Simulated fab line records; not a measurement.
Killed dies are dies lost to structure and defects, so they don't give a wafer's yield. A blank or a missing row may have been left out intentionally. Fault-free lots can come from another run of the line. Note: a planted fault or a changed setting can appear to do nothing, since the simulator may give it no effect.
Which tool was responsible? ; flow sky130 ; 36 wafers from 12 lots sampled at 4 of the route's 708 steps

WHAT THE GAUGES SHOWED, per wafer
SKY_CAPM_OVL_MEAS_12. Usual: CAPM_OVL typically reads 0.4 nm, with standard deviation 1.4.
lot;measured;on;CAPM_OVL (nm);flag
L252;day 38 04:38;overlay-01;-0.4 -1.4 -2.6;
L254;day 38 21:43;overlay-01;-0.3 0.1 -0.3;
L255;day 39 04:06;overlay-01;1.6 1.3 0.5;
L256;day 39 09:03;overlay-02;-0.6 0.1 -1.2;
L257;day 39 16:33;overlay-01;-0.4 -0.6 0.2;
L258;day 40 05:37;overlay-02;-0.1 -0.3 0.0;
L261;day 40 23:02;overlay-01;-0.7 -1.1 -0.4;
L263;day 41 10:43;overlay-01;-1.2 -1.4 -1.3;
L268;day 42 20:37;overlay-02;0.4 -0.5 -1.2;
L269;day 43 03:13;overlay-01;1.0 0.4 0.7;
L272;day 44 00:11;overlay-02;-0.8 0.2 -1.6;
L274;day 44 17:46;overlay-01;2.3 2.4 1.9;

SKY_CAP2M_THK_MEAS_01. Usual: CAP2M_CVD_00_THK typically reads 15.56 nm, with standard deviation 0.2.
lot;measured;on;CAP2M_CVD_00_THK (nm);flag
L252;day 40 10:24;film_metro-04;15.39 15.56 15.47;
L254;day 41 02:16;film_metro-01;15.46 15.70 15.45;
L255;day 41 10:03;film_metro-03;15.43 15.88 15.62;
L256;day 41 14:17;film_metro-04;15.35 15.35 15.49;
L257;day 41 22:21;film_metro-04;15.38 15.67 15.57;
L258;day 42 08:41;film_metro-03;15.84 15.76 15.80;
L261;day 43 02:50;film_metro-04;15.45 15.48 15.84;
L263;day 43 13:46;film_metro-01;15.31 15.73 15.41;
L268;day 44 22:13;film_metro-01;15.41 15.94 15.46;
L269;day 45 04:11;film_metro-03;5.58 5.69 5.54 5.62 5.71 5.58;OFF
L272;day 45 22:44;film_metro-04;5.56 5.51 5.64 5.43 5.45 5.65;OFF
L274;day 46 16:09;film_metro-04;15.49 15.61 15.40;

TOOL THAT RAN EACH LOT (tool first, then ch and the chambers of the sampled wafers, then the start)
lot;SKY_METAL3_METAL_ETCH_18;SKY_CAP2M_CVD_00
L252;rie_metal-04 ch 0,1, day 39 06:26;pecvd-03 ch 0,1,2, day 40 10:22
L254;rie_metal-03 ch 0,1, day 39 23:31;pecvd-03 ch 0,1,2, day 41 02:14
L255;rie_metal-01 ch 0,1, day 40 06:19;pecvd-04 ch 0,2, day 41 10:02
L256;rie_metal-01 ch 0,1, day 40 10:47;pecvd-03 ch 1,2, day 41 14:16
L257;rie_metal-03 ch 0,1, day 40 18:19;pecvd-04 ch 0,1,2, day 41 22:19
L258;rie_metal-04 ch 0,1, day 41 06:08;pecvd-04 ch 0,1,2, day 42 08:39
L261;rie_metal-01 ch 0,1, day 42 00:29;pecvd-01 ch 0,1, day 43 02:47
L263;rie_metal-04 ch 0,1, day 42 11:29;pecvd-01 ch 0,2, day 43 13:43
L268;rie_metal-01 ch 0,1, day 43 20:53;pecvd-03 ch 0,1, day 44 22:11
L269;rie_metal-03 ch 0,1, day 44 03:20;pecvd-03 ch 1,2, day 45 04:10
L272;rie_metal-01 ch 0,1, day 44 22:18;pecvd-03 ch 0,1,2, day 45 22:41
L274;rie_metal-03 ch 1, day 45 16:13;pecvd-01 ch 0,1, day 46 16:08
- SKY_METAL3_METAL_ETCH_18: etches the open film in Cl2/BCl3, stops on SiO2, target depth 845 nm, time 183.1 s.
- SKY_CAP2M_CVD_00: deposits SiO2, target thk 15.5 nm.

AS READ BY THE TOOLS THEMSELVES (means over the sampled wafers that have a number; for cases with no such wafer, the mark the record gives instead)
SKY_METAL3_METAL_ETCH_18. Usual: bcl3_flow_sccm 29.99 sccm, standard deviation 0.085; drypump_motor_current_A 5.71 A, standard deviation 0.23; oes_product_au 0.869 a.u., standard deviation 0.0059; throttle_valve_pct 22.265 %, standard deviation 0.0094.
lot;tool;bcl3_flow_sccm (sccm);drypump_motor_current_A (A);oes_product_au (a.u.);throttle_valve_pct (%);flag
L252;rie_metal-04;29.97;5.75;0.869;22.266;
L254;rie_metal-03;29.88;5.89;0.862;22.271;
L255;rie_metal-01;30.02;5.70;0.871;22.265;
L256;rie_metal-01;29.98;5.54;0.865;22.266;
L257;rie_metal-03;29.97;5.83;0.870;22.267;
L258;rie_metal-04;30.06;5.76;0.862;22.264;
L261;rie_metal-01;29.91;5.54;0.871;22.266;
L263;rie_metal-04;29.96;5.59;0.870;22.255;
L268;rie_metal-01;29.98;5.70;0.869;22.264;
L269;rie_metal-03;29.97;5.74;0.873;22.268;
L272;rie_metal-01;29.99;5.70;0.865;22.265;
L274;rie_metal-03;30.00;5.66;0.871;22.270;

SKY_CAP2M_CVD_00. Usual: 757 W for heater_power_w, sd 93.
lot;tool;heater_power_w (W);flag
L252;pecvd-03;838;
L254;pecvd-03;828;
L255;pecvd-04;751;
L256;pecvd-03;944;
L257;pecvd-04;760;
L258;pecvd-04;756;
L261;pecvd-01;755;
L263;pecvd-01;695;
L268;pecvd-03;881;
L269;pecvd-03;859;
L272;pecvd-03;823;
L274;pecvd-01;735;

THE ANSWER, worked out from the rows above alone
Rule: a lot is off if the mean of its wafers that have a number lies more than 3 standard deviations from the usual mean. A lot without any number at a reading at which 4 lots or more have one is off too. All remaining lots with rows at the step are treated as sound. First the gauges in route order, then the tools' own readings, where a lot's mean is used as printed above. The first step at which some lot is off is used, and at that step the reading that is off furthest; a lot without a number counts as furthest.
Off: at SKY_CAP2M_THK_MEAS_01 (CAP2M_CVD_00_THK), L269, L272.
If a tool, at a process step before that reading, ran all the lots that are off and no sound lot after the first of them, it fits. Those tools and the gauges at SKY_CAP2M_THK_MEAS_01 are tried in the same way. One candidate fits, namely pecvd-03 at SKY_CAP2M_CVD_00. A fault onset in the window from L268 (day 44 22:11, its last sound lot) to L269 (day 45 04:10, its first lot off) fits.

WHAT WAS PUT IN BY THE SIMULATOR
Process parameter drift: pecvd-03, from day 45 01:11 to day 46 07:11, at SKY_CAP2M_CVD_00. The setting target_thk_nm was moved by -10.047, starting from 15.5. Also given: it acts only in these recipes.
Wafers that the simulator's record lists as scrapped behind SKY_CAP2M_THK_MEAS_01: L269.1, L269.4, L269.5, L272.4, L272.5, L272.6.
Shown lots that were struck: L269, L272. Same finding as the rule above.
